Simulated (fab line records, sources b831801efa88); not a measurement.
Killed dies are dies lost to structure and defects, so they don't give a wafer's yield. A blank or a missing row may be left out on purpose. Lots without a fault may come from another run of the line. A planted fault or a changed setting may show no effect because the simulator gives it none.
fab line records | flow sky130
record lots=6 wafers=18 last_day=50
route steps=708 shown POLY_CUT@314 SD_P@320 PAD_OPEN@708
lots that met no fault: from a run of the same line without faults
start_h: hours from the record's first day to the start of the lot's first wafer shown | wait_h: hours since the lot's step before | " the same as in the row above | L1.1+2: a row that stands for several wafers | - no value, or no start given | * or withheld: withheld | < > ~ a bound
route shown NAME@n: a module of which the file shows steps, and the number in the route of the first | usual: mean/standard deviation of fault-free wafers | same: alike in all rows | chamber/n: place in a boat | sites: the reading at each site | _std_site: their standard deviation | _edge_site: outer sites' mean less inner sites' | radius_mm: how far each site lies from the wafer's centre | mask NAME#n: copy n | behind: the tool/chamber that last shaped the wafer | hold: why the lot was held/for how many hours/how that ended | device: the transistor (n, p or np) that didn't switch | end of line: the same wafers' tests at the end of the route | a step without rows: its recipe alone | killed: dies lost to structure and defects at the first sort, not the wafer's yield | map: a wafer's dies, x killed, . not, _ none there
set.NAME: the setting as run; set.NAME@STEP: as run at that earlier step | model.NAME: the simulator's own value behind a step, which no gauge read
lots at some steps of the route; a table a step, a row a wafer
services: from which hour (start_h, from the record's first day; less than 0 if before it) a tool's chamber was out of use, for how many hours, and why
## steps
# step SKY_POLY_CUT_DEVELOP_07
# recipe develop_time_s=60 resist=KrF-thick dev_temp_c=21
# step SKY_POLY_CUT_CD_MEAS_08
# recipe target_cd_nm=270
# usual cd_nm=270.8/1.4
# columns lot.wafer tool chamber start_h wait_h cd_nm
L506.1 cd_sem-02 - 606.22 - 272.4
L506.4 " - " " 271.3
L506.5 " - " " 273.5
L515.1 cd_sem-01 - 679.71 - 271.9
L515.2 " - " " 272.3
L515.5 " - " " 270.9
L518.1 cd_sem-02 - 700.86 - 274.4
L518.3 " - " " 275.1
L518.5 " - " " 272.7
L521.1 cd_sem-01 - 718.27 - 270.7
L521.4 " - " " 270.2
L521.6 " - " " 269.7
L522.3 cd_sem-02 - 728.06 - 271.4
L522.5 " - " " 271.7
L522.6 " - " " 271.7
L524.2 cd_sem-02 - 742.58 - 270.9
L524.3 " - " " 269.5
L524.6 " - " " 271.0
# step SKY_POLY_CUT_OVL_MEAS_09
# usual POLY_CUT_OVL=-1/5.8
# columns lot.wafer tool chamber start_h wait_h POLY_CUT_OVL[nm]
L506.1 overlay-02 - 606.34 0.1 1
L506.4 " - " " -9
L506.5 " - " " 1
L515.1 overlay-02 - 679.83 0.1 1
L515.2 " - " " -1
L515.5 " - " " -4
L518.1 overlay-01 - 700.98 0.1 2
L518.3 " - " " -5
L518.5 " - " " 8
L521.1 overlay-02 - 718.39 0.1 0
L521.4 " - " " -2
L521.6 " - " " -4
L522.3 overlay-01 - 728.15 0.1 2
L522.5 " - " " -5
L522.6 " - " " -1
L524.2 overlay-02 - 742.69 0.1 -4
L524.3 " - " " -1
L524.6 " - " " -9
# step SKY_POLY_CUT_ETCH_10
# recipe chemistry=N2/H2 target=BARC ion_energy_ev=200 source_w=500 bias_w=100 pressure_mtorr=30 n2_flow_sccm=100 h2_flow_sccm=200 stop_on=SiO2 time_s=45.9 target_depth_a=600
# usual drypump_motor_current_A=5.7/0.58 oes_product_au=0.855/0.0044 throttle_valve_pct=13.225/0.0089
# same time_s=45.9
# columns lot.wafer tool chamber start_h wait_h drypump_motor_current_A oes_product_au rf_hours_counter_h throttle_valve_pct
L506.1 rie_diel-04 0 606.37 0.0 5.5 0.852 37 13.236
L506.4 " 1 " " 5.1 0.855 9 13.218
L506.5 " 2 " " 6.5 0.848 - 13.230
L515.1 rie_diel-03 2 679.87 0.0 6.4 0.852 15 13.226
L515.2 " 0 " " 5.8 0.857 5 13.215
L515.5 " 3 " " 5.4 0.858 - 13.204
L518.1 rie_diel-03 3 701.02 0.0 5.4 0.852 6 13.221
L518.3 " 0 " " 5.9 0.857 5 13.218
L518.5 " 3 " " 5.4 0.861 - 13.229
L521.1 rie_diel-04 0 718.42 0.0 5.5 0.855 40 13.226
L521.4 " 3 " " 5.8 0.859 10 13.232
L521.6 " 2 " " 6.5 0.853 - 13.236
L522.3 rie_diel-03 1 728.17 0.0 6.1 0.858 6 13.229
L522.5 " 2 " " 6.4 0.856 - 13.223
L522.6 " 3 " " 5.4 0.852 - 13.228
L524.2 rie_diel-02 3 742.72 0.0 4.8 0.858 16 13.206
L524.3 " 1 " " 4.8 0.860 2 13.239
L524.6 " 3 " " 4.8 0.853 - 13.223
# step SKY_POLY_CUT_ETCH_11
# recipe target=Si3N4 chemistry=CF4/CH2F2/Ar stop_on=poly-Si source_w=600 bias_w=150 pressure_mtorr=40 cf4_flow_sccm=40 ch2f2_flow_sccm=20 Ar_flow_sccm=150 time_s=42.5 target_depth_a=600
# usual drypump_motor_current_A=5.7/0.58 oes_product_au=0.830/0.006 throttle_valve_pct=14.994/0.0095
# same time_s=42.5
# columns lot.wafer tool chamber start_h wait_h drypump_motor_current_A oes_product_au rf_hours_counter_h throttle_valve_pct
L506.1 rie_diel-04 0 606.41 0.0 5.5 0.840 37 14.991
L506.4 " 1 " " 5.0 0.833 9 15.005
L506.5 " 2 " " 6.5 0.830 - 15.003
L515.1 rie_diel-03 2 679.91 0.0 6.4 0.817 15 14.994
L515.2 " 0 " " 5.9 0.820 5 15.003
L515.5 " 3 " " 5.3 0.824 - 15.003
L518.1 rie_diel-03 3 701.06 0.0 5.4 0.834 6 14.994
L518.3 " 0 " " 5.9 0.830 5 14.995
L518.5 " 3 " " 5.4 0.830 - 14.987
L521.1 rie_diel-04 0 718.46 0.0 5.5 0.826 40 15.001
L521.4 " 3 " " 5.8 0.828 10 14.993
L521.6 " 2 " " 6.4 0.829 - 14.985
L522.3 rie_diel-03 1 728.21 0.0 6.1 0.834 6 14.990
L522.5 " 2 " " 6.4 0.836 - 14.988
L522.6 " 3 " " 5.3 0.826 - 14.990
L524.2 rie_diel-02 3 742.76 0.0 4.8 0.849 16 14.994
L524.3 " 1 " " 4.8 0.839 2 15.008
L524.6 " 3 " " 4.8 0.830 - 14.982
# step SKY_POLY_CUT_STRIP_12
# recipe chemistry=O2/N2 power_w=1400 pressure_mtorr=1500 platen_temp_c=withheld o2_flow_sccm=3000 n2_flow_sccm=300 overash_fraction=0.5
# usual drypump_motor_current_A=5.7/0.5 oes_product_au=0.453/0.005 strip_time_to_endpoint_s=5.362/0.018
# columns lot.wafer tool chamber start_h wait_h drypump_motor_current_A oes_product_au rf_hours_counter_h strip_time_to_endpoint_s
L506.1 plasma_asher-02 1 606.45 0.0 5.8 0.437 46 5.342
L506.4 " 0 " " 4.8 0.457 - 5.350
L506.5 " 1 " " 5.8 0.452 - 5.361
L515.1 plasma_asher-01 1 679.95 0.0 5.6 0.457 86 5.325
L515.2 " 0 " " 6.3 0.447 86 5.356
L515.5 " 0 " " 6.3 0.456 - 5.366
L518.1 plasma_asher-03 0 701.10 0.0 5.6 0.456 103 5.348
L518.3 " 0 " " 5.7 0.452 - 5.367
L518.5 " 0 " " 5.7 0.448 - 5.338
L521.1 plasma_asher-02 0 718.50 0.0 4.8 0.463 57 5.348
L521.4 " 1 " " 5.8 0.452 - 5.348
L521.6 " 1 " " 5.9 0.452 - 5.357
L522.3 plasma_asher-02 1 728.29 0.1 5.8 0.454 - 5.354
L522.5 " 0 " " 4.8 0.450 - 5.367
L522.6 " 1 " " 5.8 0.444 - 5.378
L524.2 plasma_asher-03 1 742.80 0.0 6.2 0.453 0 5.367
L524.3 " 1 " " 6.1 0.457 - 5.376
L524.6 " 0 " " 5.6 0.453 - 5.374
# step SKY_SD_P_DEHYDRATE_00
# recipe temp_c=200 time_s=60
# step SKY_SD_P_HMDS_01
# recipe prime_time_s=60 prime_temp_c=120
# step SKY_SD_P_COAT_02
# recipe resist=NOVOLAK spin_rpm=3000 resist_thk_nm=1140
# step SKY_SD_P_SOFTBAKE_03
# recipe temp_c=90 time_s=60 resist=NOVOLAK
# step SKY_SD_P_EXPOSE_04
# recipe mask_id=PSDM na=0.6 source_shape=conventional sigma_outer=0.6 polarization=unpolarized target_cd_nm=380 dose_mj=138
# step SKY_SD_P_PEB_05
# recipe temp_c=withheld time_s=* resist=NOVOLAK
# step SKY_SD_P_DEVELOP_06
# recipe resist=NOVOLAK developer=TMAH develop_time_s=60 dev_temp_c=23
# usual chill_plate_temp_C=23.01/0.11 developer_temp_C=22.99/0.099
# columns lot.wafer tool chamber start_h wait_h chill_plate_temp_C developer_temp_C
L506.1 litho_track-04 0 635.46 0.1 22.97 22.99
L506.4 " 0 " " 22.91 22.88
L506.5 " 0 " " 23.00 22.92
L515.1 litho_track-02 0 707.04 0.1 23.00 23.09
L515.2 " 0 " " 23.12 23.00
L515.5 " 0 " " 23.07 23.05
L518.1 litho_track-03 0 729.16 0.1 23.12 22.94
L518.3 " 0 " " 22.96 22.95
L518.5 " 0 " " 23.09 23.14
L521.1 litho_track-04 0 745.06 0.1 23.07 22.12
L521.4 " 0 " " 23.03 21.99
L521.6 " 0 " " 23.19 21.95
L522.3 litho_track-04 0 754.51 0.1 23.08 22.08
L522.5 " 0 " " 23.05 22.00
L522.6 " 0 " " 23.16 22.04
L524.2 litho_track-03 0 769.58 0.1 22.91 22.91
L524.3 " 0 " " 22.94 22.98
L524.6 " 0 " " 22.89 22.95
# step SKY_SD_P_CD_MEAS_07
# recipe target_cd_nm=380
# usual cd_nm=380.7/2.4
# columns lot.wafer tool chamber start_h wait_h cd_nm
L506.1 cd_sem-01 - 635.61 0.1 384.5
L506.4 " - " " 380.3
L506.5 " - " " 382.9
L515.1 cd_sem-02 - 707.19 0.1 380.1
L515.2 " - " " 378.3
L515.5 " - " " 381.0
L518.1 cd_sem-02 - 729.31 0.1 380.3
L518.3 " - " " 382.2
L518.5 " - " " 380.6
L521.1 cd_sem-02 - 745.21 0.1 382.1
L521.4 " - " " 384.5
L521.6 " - " " 385.1
L522.3 cd_sem-01 - 754.65 0.1 382.7
L522.5 " - " " 380.6
L522.6 " - " " 384.6
L524.2 cd_sem-02 - 769.73 0.1 380.1
L524.3 " - " " 383.6
L524.6 " - " " 380.1
# step SKY_PAD_OPEN_PROBE_99
# usual defect_limited_yield=82.7/2.1 killed_at_M0_to_M3=43/7.2 killed_at_M4_up=3.2/1.8 killed_at_contacts=23/5.6 killed_at_front_end=15/4.6 killed_at_other=0.3/0.71 killed_dies=85/10 killed_open=46/7.8 killed_short=38/6.5 sort_bin_3_pad_short=0.8/0.38 sort_bin_5_function=10.2/1.5 sort_bin_6_memory=6.3/1.2 sort_n_pass=407/10 sort_yield_pct=82.7/2.1
# same gross_dies=492 killed_at_back_side=0 sort_bin_4_leakage[%]=0 sort_bin_8_speed[%]=0
# columns lot.wafer tool chamber start_h wait_h defect_limited_yield[%] killed_at_M0_to_M3 killed_at_M4_up killed_at_contacts killed_at_front_end killed_at_other killed_dies killed_open killed_short sort_bin_3_pad_short[%] sort_bin_5_function[%] sort_bin_6_memory[%] sort_n_pass sort_yield_pct[%]
L506.1 prober-02 - 1110.49 0.1 81.9 46 3 28 12 0 89 50 39 1.4 11.0 5.7 403 81.9
L506.4 prober-02 - 1110.64 0.2 82.1 39 0 33 16 0 88 46 42 0.6 9.8 7.5 404 82.1
L506.5 prober-02 - 1110.69 0.2 85.6 37 3 22 9 0 71 37 34 1.4 7.1 5.9 421 85.6
L515.1 prober-01 - 1156.94 0.1 81.3 51 0 29 12 0 92 55 36 1.0 11.0 6.7 400 81.3
L515.2 prober-01 - 1156.99 0.1 82.3 53 3 15 16 0 87 34 53 1.0 11.6 5.1 405 82.3
L515.5 prober-01 - 1157.14 0.2 81.9 44 4 32 8 1 89 51 38 0.8 10.4 6.9 403 81.9
L518.1 prober-02 - 1172.33 0.1 77.4 55 9 32 15 0 111 58 52 1.0 14.4 7.1 381 77.4
L518.3 prober-02 - 1172.43 0.2 81.9 43 3 24 19 0 89 62 26 1.4 10.6 6.1 403 81.9
L518.5 prober-02 - 1172.53 0.2 80.5 43 4 26 23 0 96 47 49 1.4 10.4 7.7 396 80.5
L524.2 prober-02 - 1197.05 0.1 82.3 39 5 29 14 0 87 50 36 0.2 9.6 7.9 405 82.3
L524.3 prober-02 - 1197.10 0.2 80.9 49 2 28 15 0 94 54 40 1.2 10.0 7.9 398 80.9
L524.6 prober-02 - 1197.25 0.2 82.7 45 3 21 16 0 85 47 37 1.2 9.8 6.3 407 82.7
# killed by level:class
L506.1 CONTACT:geometric_particle:open=14 VIA1:geometric_particle:open=11 VIA2:geometric_particle:open=6 CONTACT:geometric_particle:short=5 METAL2:geometric_particle:short=5 VIA3:geometric_particle:open=5 LI_CONTACT:geometric_particle:open=4 METAL3:geometric_particle:short=4
L506.4 CONTACT:geometric_particle:open=18 CONTACT:geometric_particle:short=9 METAL2:geometric_particle:short=7 FIELD_ISO:geometric_particle:open=6 VIA1:geometric_particle:open=6 METAL1:geometric_particle:short=5 VIA2:geometric_particle:short=5 LI_CONTACT:geometric_particle:open=4
L506.5 METAL2:geometric_particle:short=10 LI_CONTACT:geometric_particle:open=8 CONTACT:geometric_particle:short=6 VIA3:geometric_particle:open=6 CONTACT:geometric_particle:open=4 VIA1:geometric_particle:open=4 VIA2:geometric_particle:short=4 FIELD_ISO:geometric_particle:open=3
L515.1 CONTACT:geometric_particle:open=13 VIA2:geometric_particle:open=9 VIA1:geometric_particle:open=8 CONTACT:geometric_particle:short=7 VIA3:geometric_particle:open=7 VIA1:geometric_particle:short=6 LI_CONTACT:geometric_particle:open=6 METAL1:geometric_particle:short=5
L515.2 VIA3:geometric_particle:open=10 VIA1:geometric_particle:short=9 VIA1:geometric_particle:open=8 FIELD_ISO:geometric_particle:short=6 METAL1:geometric_particle:short=6 LOCAL_INTERCONNECT:geometric_particle:short=5 METAL2:geometric_particle:short=5 VIA3:geometric_particle:short=5
L515.5 CONTACT:geometric_particle:open=15 VIA1:geometric_particle:open=13 VIA2:geometric_particle:open=8 LOCAL_INTERCONNECT:geometric_particle:short=7 LI_CONTACT:geometric_particle:open=5 VIA1:geometric_particle:short=5 METAL2:geometric_particle:short=5 METAL1:geometric_particle:short=4
L518.1 VIA1:geometric_particle:open=13 LI_CONTACT:geometric_particle:open=8 CONTACT:geometric_particle:open=8 METAL1:geometric_particle:short=8 VIA1:geometric_particle:short=7 VIA3:geometric_particle:open=7 CONTACT:geometric_particle:short=6 VIA2:geometric_particle:open=6
L518.3 VIA1:geometric_particle:open=13 FIELD_ISO:geometric_particle:open=11 CONTACT:geometric_particle:open=9 LI_CONTACT:geometric_particle:open=8 VIA3:geometric_particle:open=6 METAL2:geometric_particle:short=5 METAL2:geometric_particle:open=5 METAL1:geometric_particle:short=4
L518.5 VIA1:geometric_particle:open=9 FIELD_ISO:geometric_particle:short=8 METAL2:geometric_particle:short=6 LI_CONTACT:geometric_particle:open=6 LOCAL_INTERCONNECT:geometric_particle:short=6 CONTACT:geometric_particle:open=6 VIA2:geometric_particle:open=6 VIA3:geometric_particle:open=6
L524.2 CONTACT:geometric_particle:open=15 VIA3:geometric_particle:open=7 METAL2:geometric_particle:short=7 VIA2:geometric_particle:open=7 LI_CONTACT:geometric_particle:open=6 VIA1:geometric_particle:open=6 FIELD_ISO:geometric_particle:short=5 CONTACT:geometric_particle:short=4
L524.3 VIA3:geometric_particle:open=14 LI_CONTACT:geometric_particle:open=9 LOCAL_INTERCONNECT:geometric_particle:short=8 VIA1:geometric_particle:short=7 CONTACT:geometric_particle:open=7 VIA1:geometric_particle:open=6 VIA2:geometric_particle:open=6 POLY_GATE:geometric_particle:open=5
L524.6 VIA3:geometric_particle:open=12 METAL2:geometric_particle:short=8 VIA1:geometric_particle:short=7 CONTACT:geometric_particle:open=6 POLY_GATE:geometric_particle:open=5 LI_CONTACT:geometric_particle:open=5 LOCAL_INTERCONNECT:geometric_particle:short=5 FIELD_ISO:geometric_particle:open=4
## services
# columns tool chamber start_h hours kind
plasma_asher-03 - 590.43 0.4 repair
plasma_asher-01 - 594.59 0.4 repair
rie_diel-04 2 596.16 9.6 repair
rie_diel-03 3 609.76 6.2 repair
rie_diel-02 3 617.38 1.2 repair
rie_diel-04 - 627.88 2.8 pm
rie_diel-03 - 645.07 2.6 repair
rie_diel-02 1 648.37 - clean
rie_diel-02 1 648.37 15.4 scheduled_down
rie_diel-02 1 648.37 15.4 vent_cycle
rie_diel-02 3 702.58 9.9 repair
plasma_asher-03 - 711.27 0.8 repair
rie_diel-04 2 715.72 2.0 repair
rie_diel-03 0 717.88 15.3 repair
plasma_asher-03 - 733.75 9.0 pm
plasma_asher-03 0 733.75 9.0 vent_cycle
plasma_asher-03 1 733.75 9.0 vent_cycle
plasma_asher-03 0 742.75 - clean
plasma_asher-03 1 742.75 - clean
rie_diel-03 1 752.99 5.0 repair
plasma_asher-01 - 753.59 0.4 repair
rie_diel-02 2 763.35 - clean
rie_diel-02 2 763.35 19.9 scheduled_down
rie_diel-04 2 764.15 4.8 repair
## key
first_sign step=SKY_SD_P_DEVELOP_06 reading=developer_temp_C direction=down sigmas=9.6 usual=* struck=*
effect none on later readings
met_at SKY_SD_P_DEVELOP_06
struck_wafers L521.1,L521.4,L521.6,L522.3,L522.5,L522.6
rows_end L521.1,L521.4,L521.6,L522.3,L522.5,L522.6
onset_between 635.46 745.06
fault kind=process_parameter_drift tool=litho_track-04 chamber=- onset_h=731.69 steps=SKY_SD_P_DEVELOP_06 channel=dev_temp_c offset=* shape=step end_h=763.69 acts_in=* stated=*
# rows_end: these wafers met a further fault down the route, and their rows from its step on are left out
